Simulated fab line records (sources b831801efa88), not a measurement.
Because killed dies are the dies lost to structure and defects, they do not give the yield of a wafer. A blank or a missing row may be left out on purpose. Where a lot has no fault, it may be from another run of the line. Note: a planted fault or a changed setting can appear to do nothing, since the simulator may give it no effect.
Struck lot and sound lot, side by side | flow sky130 | 17 steps out of a route of 708
Sound: the wafers L767.2, L767.5, L767.6. The struck wafers were L772.2, L772.5, L772.6. The cause comes at the end.
Order at every step that has rows: each side's tool, ch and its chambers, its first start. Under that, the readings that differ: sound wafers | struck wafers | difference of the means | sigmas: that difference in standard deviations of wafers without a fault.
alike: readings whose means differ by less than 2 such deviations, and words and numbers that are the same on both sides. not compared: withheld readings, readings that some wafer has no value for, bounds like >300 that may hide the same value, and numbers for which the record gives no deviation and whose values overlap.
The two part at a step that has a row with sigmas, a row that says differs or no value, or rows on one side only. When numbers do not overlap yet have no deviation, they are printed without sigmas and do not part them. A reading that every wafer of one side lacks parts them only if that side has two wafers or more.

SKY_VT_ADJUST_HVTR_OVL_MEAS_08:
  sound: overlay-01 at day 14 10:49; struck: overlay-02 at day 15 17:52
  alike: VT_ADJUST_HVTR_OVL
next, for these wafers, 1 step has no rows: SKY_VT_ADJUST_HVTR_IMPLANT_09.
SKY_VT_ADJUST_HVTR_STRIP_10: strips in O2/N2.
  sound on plasma_asher-04 ch 0,1, day 14 11:00; struck on plasma_asher-03 ch 0,1, day 15 18:03
  alike: drypump_motor_current_A, oes_product_au, strip_time_to_endpoint_s
  not compared: rf_hours_counter_h
SKY_VT_ADJUST_HVTR_TW_MEAS_11:
  sound: film_metro-03 at day 14 11:07; struck: film_metro-02 at day 15 18:10
  alike: VT_ADJUST_HVTR_TW
then, 7 steps without rows for these wafers: SKY_VT_ADJUST_PCH_DEHYDRATE_00 (time 60 s); SKY_VT_ADJUST_PCH_HMDS_01 (prime time 60 s); SKY_VT_ADJUST_PCH_COAT_02 (resist thk 3000 nm); SKY_VT_ADJUST_PCH_SOFTBAKE_03; SKY_VT_ADJUST_PCH_EXPOSE_04 (exposes mask NWM, target cd 840 nm); SKY_VT_ADJUST_PCH_PEB_05; SKY_VT_ADJUST_PCH_DEVELOP_06 (develop time 60 s).
SKY_VT_ADJUST_PCH_OVL_MEAS_07:
  sound: overlay-02 at day 15 14:29; struck: overlay-01 at day 16 21:58
  alike: VT_ADJUST_PCH_OVL
SKY_VT_ADJUST_PCH_IMPLANT_08:
  sound on implanter-02 ch 0, day 15 14:32; struck on implanter-02 ch 0, day 16 22:01
  reading            | sound                     | struck                        | difference | sigmas
  dose_ions_cm2      | 4.994e+11 5e+11 5.003e+11 | 4.228e+11 4.228e+11 4.238e+11 | -7.677e+10 | -99 or more
  faraday_current_uA | 2.82 2.84 2.87            | 2.39 2.45 2.36                | -0.44      | -9
SKY_VT_ADJUST_PCH_STRIP_09: strips in O2/N2.
  sound on plasma_asher-01 ch 0,1, day 15 14:40; struck on plasma_asher-01 ch 0,1, day 16 22:08
  reading                      | sound             | struck            | difference | sigmas
  strip_time_to_endpoint_s (s) | 36.78 36.73 36.70 | 36.99 36.95 36.95 | +0.23      | +2
  alike: drypump_motor_current_A, oes_product_au
  not compared: rf_hours_counter_h
SKY_VT_ADJUST_PCH_TW_MEAS_10:
  sound: film_metro-04 at day 15 14:46; struck: film_metro-03 at day 16 22:15
  reading          | sound             | struck            | difference | sigmas
  VT_ADJUST_PCH_TW | 144.0 143.4 143.8 | 138.7 138.6 138.4 | -5.2       | -7
then, 1 step without rows for these wafers: SKY_SONOS_TUNNEL_DEHYDRATE_00 (time 60 s).
-- here the record skips 34 days between the struck wafers' starts before and after, leaving off in module SONOS_TUNNEL and picking up in module PAD_OPEN (first step shown: number 708 of the route) --
SKY_PAD_OPEN_PROBE_99:
  sound: prober-02 at day 49 11:35; struck: prober-01 at day 50 16:43
  reading                                  | sound                   | struck                 | difference | sigmas
  model.etest.pfet_g5v0d10v5.vt_long_v (V) | -0.9284 -0.9221 -0.9215 | -0.9792 -0.973 -0.9781 | -0.0528    |
  alike: killed_at_M0_to_M3, killed_at_M4_up, killed_at_contacts, killed_at_front_end, killed_at_other, killed_dies, killed_open, killed_short

WHERE THEY PART
Earliest at SKY_VT_ADJUST_PCH_IMPLANT_08; latest, in this record, at SKY_VT_ADJUST_PCH_TW_MEAS_10. Later steps at which nothing parts them and some readings are alike: SKY_PAD_OPEN_PROBE_99.

WHY: what the simulator had put in
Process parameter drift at SKY_VT_ADJUST_PCH_IMPLANT_08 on implanter-02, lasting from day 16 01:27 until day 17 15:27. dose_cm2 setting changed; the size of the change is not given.
